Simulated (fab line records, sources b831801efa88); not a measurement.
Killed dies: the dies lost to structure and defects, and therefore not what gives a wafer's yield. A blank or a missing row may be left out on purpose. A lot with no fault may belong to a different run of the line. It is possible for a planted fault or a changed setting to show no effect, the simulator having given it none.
What tool caused it? -- flow gf180mcu -- 13 lots, 39 wafers sampled, at 6 steps of a route of 602

== WHAT THE GAUGES READ, wafer by wafer ==
GF_MVSD_OVL_MEAS_07.
lot,measured,on,MVSD_OVL (nm)
L852,day 4 15:02,overlay-01,1.3 1.2 -0.1
L853,day 4 20:56,overlay-01,-1.0 -1.5 -1.5
L854,day 5 05:32,overlay-02,-1.0 -2.0 -1.8
L856,day 5 16:25,overlay-02,1.7 2.2 2.2
L857,day 5 23:11,overlay-01,-1.1 -3.1 0.0
L858,day 6 07:20,overlay-02,-1.4 -2.3 -1.4
L860,day 6 14:02,overlay-01,2.4 1.1 0.2
L861,day 7 04:17,overlay-01,2.5 1.6 2.1
L863,day 7 12:21,overlay-01,-0.2 -2.2 -1.2
L864,day 7 17:40,overlay-01,- - -
L865,day 8 00:19,overlay-02,1.6 2.0 1.0
L866,day 8 08:05,overlay-02,0.3 1.7 -0.7
L874,day 10 01:53,overlay-02,-1.3 -0.5 0.9

GF_MVSD_TW_MEAS_11.
lot,measured,on,MVSD_TW
L852,day 4 15:29,filmMetro-01,1559 1554 1567
L853,day 4 21:23,filmMetro-04,1570 1580 1562
L854,day 5 05:59,filmMetro-01,1571 1563 1559
L856,day 5 16:52,filmMetro-03,1588 1594 1591
L857,day 5 23:37,filmMetro-04,1553 1552 1553
L858,day 6 07:46,filmMetro-04,1576 1572 1578
L860,day 6 14:29,filmMetro-01,1558 1552 1561
L861,day 7 04:44,filmMetro-04,1562 1570 1557
L863,day 7 12:47,filmMetro-03,1607 1606 1600
L864,day 7 18:06,filmMetro-01,30 30 30 30 30 30
L865,day 8 00:45,filmMetro-01,1569 1566 1564
L866,day 8 08:32,filmMetro-03,1609 1605 1610
L874,day 10 02:20,filmMetro-01,1568 1557 1563

GF_NSD_TW_MEAS_12.
lot,measured,on,NSD_TW
L852,day 13 13:31,filmMetro-03,4321 4339 4323
L853,day 13 21:18,filmMetro-04,4203 4182 4212
L854,day 14 06:52,filmMetro-02,4275 4277 4281
L856,day 15 00:35,filmMetro-02,4263 4294 4255
L857,day 15 09:41,filmMetro-02,4235 4265 4247
L858,day 15 20:11,filmMetro-04,4200 4206 4202
L860,day 16 06:38,filmMetro-03,4310 4310 4302
L861,day 17 04:26,filmMetro-03,4323 4322 4321
L863,day 17 19:19,filmMetro-04,4210 4219 4203
L865,day 18 10:20,filmMetro-02,4242 4248 4272
L866,day 18 23:57,filmMetro-02,4250 4281 4272
L874,day 21 06:36,filmMetro-03,4332 4308 4316

GF_PSD_TW_MEAS_11.
lot,measured,on,PSD_TW
L852,day 14 10:46,filmMetro-04,3154 3156 3139
L853,day 14 17:45,filmMetro-03,3260 3264 3256
L854,day 15 04:02,filmMetro-03,3234 3234 3241
L856,day 15 23:01,filmMetro-03,3232 3232 3253
L857,day 16 07:44,filmMetro-03,3237 3239 3224
L858,day 16 18:23,filmMetro-02,3218 3220 3184
L860,day 17 04:47,filmMetro-02,3187 3200 3184
L861,day 18 04:20,filmMetro-02,3208 3195 3200
L863,day 18 18:52,filmMetro-04,3153 3156 3164
L865,day 19 10:43,filmMetro-02,3194 3205 3206
L866,day 20 00:12,filmMetro-04,3227 3242 3216
L874,day 22 06:30,filmMetro-04,3231 3239 3218

== WHAT TOOL EACH LOT RAN ON (gives the tool, then ch and the chambers of the sampled wafers, and finally the start) ==
lot,GF_MVSD_EXPOSE_04,GF_POLY_GATE_SOFTBAKE_06
L852,"ilineStepper-02 ch 0, day 4 08:48","lithoTrack-01 ch 0, day 13 13:31 or earlier"
L853,"ilineStepper-01 ch 0, day 4 14:41","lithoTrack-02 ch 0, day 13 21:18 or earlier"
L854,"ilineStepper-01 ch 0, day 4 23:01","lithoTrack-02 ch 0, day 14 06:52 or earlier"
L856,"ilineStepper-02 ch 0, day 5 09:08","lithoTrack-02 ch 0, day 15 00:35 or earlier"
L857,"ilineStepper-01 ch 0, day 5 16:46","lithoTrack-01 ch 0, day 15 09:41 or earlier"
L858,"ilineStepper-01 ch 0, day 6 00:11","lithoTrack-03 ch 0, day 15 20:11 or earlier"
L860,"ilineStepper-01 ch 0, day 6 06:59","lithoTrack-01 ch 0, day 16 06:38 or earlier"
L861,"ilineStepper-02 ch 0, day 6 21:19","lithoTrack-03 ch 0, day 17 04:26 or earlier"
L863,"ilineStepper-01 ch 0, day 7 04:53","lithoTrack-01 ch 0, day 17 19:19 or earlier"
L864,"ilineStepper-02 ch 0, day 7 10:22",-
L865,"ilineStepper-02 ch 0, day 7 16:32","lithoTrack-02 ch 0, day 18 10:20 or earlier"
L866,"ilineStepper-01 ch 0, day 8 00:20","lithoTrack-03 ch 0, day 18 23:57 or earlier"
L874,"ilineStepper-01 ch 0, day 9 17:26","lithoTrack-03 ch 0, day 21 06:36 or earlier"
- GF_MVSD_EXPOSE_04: exposes mask MVSD, target cd 1000 nm.
- GF_POLY_GATE_SOFTBAKE_06: time 61.87 s.

== WHAT THE TOOLS THEMSELVES READ (means of the sampled wafers that have a number; where no wafer has one, the mark that the record gives instead) ==
GF_POLY_GATE_SOFTBAKE_06.
lot,tool,plateSensorTCentreC (C),plateSensorTEdgeC (C)
L852,lithoTrack-01,131.01,131.21
L853,lithoTrack-02,131.03,131.21
L854,lithoTrack-02,131.02,131.20
L856,lithoTrack-02,131.01,131.22
L857,lithoTrack-01,131.02,131.21
L858,lithoTrack-03,131.02,131.20
L860,lithoTrack-01,131.02,131.21
L861,lithoTrack-03,131.02,131.20
L863,lithoTrack-01,131.02,131.22
L865,lithoTrack-02,131.01,131.22
L866,lithoTrack-03,131.01,131.21
L874,lithoTrack-03,131.02,131.21

== THE ANSWER, worked out from the rows above alone ==
Rule: what is usual is taken from the lots themselves. Put in order of their means at a reading, lots are off if they are a third of the lots or fewer, leave a main group of 4 or more, and stand apart from it by a gap of 3 or more times the standard deviation of the main group's means; of several such gaps the widest counts. A main group whose means are all the same, to the digits that the tables above print for the reading, isn't used. A lot without any number at a reading at which 4 lots or more have one is off too. The other lots that the step has rows for count as sound. Order of review: gauges by route order, followed by the tools' own readings, for which a lot's mean as printed above is used. The first step at which some lot is off is used, and at that step the reading that is off furthest; a lot without a number counts as furthest.
Off: L864, seen at GF_MVSD_OVL_MEAS_07 (MVSD_OVL). Without a number there: L864. Main group: mean 0.0 nm, sd 1.4.
If a tool, at a process step before that reading, ran all the lots that are off and no sound lot after the first of them, it fits. Not tried: the gauges at GF_MVSD_OVL_MEAS_07; whatever is off there is also off at GF_MVSD_TW_MEAS_11, on other tools, and gauge error can't account for it. No candidate that was tried fits.

== WHAT THE SIMULATOR HAD PUT IN ==
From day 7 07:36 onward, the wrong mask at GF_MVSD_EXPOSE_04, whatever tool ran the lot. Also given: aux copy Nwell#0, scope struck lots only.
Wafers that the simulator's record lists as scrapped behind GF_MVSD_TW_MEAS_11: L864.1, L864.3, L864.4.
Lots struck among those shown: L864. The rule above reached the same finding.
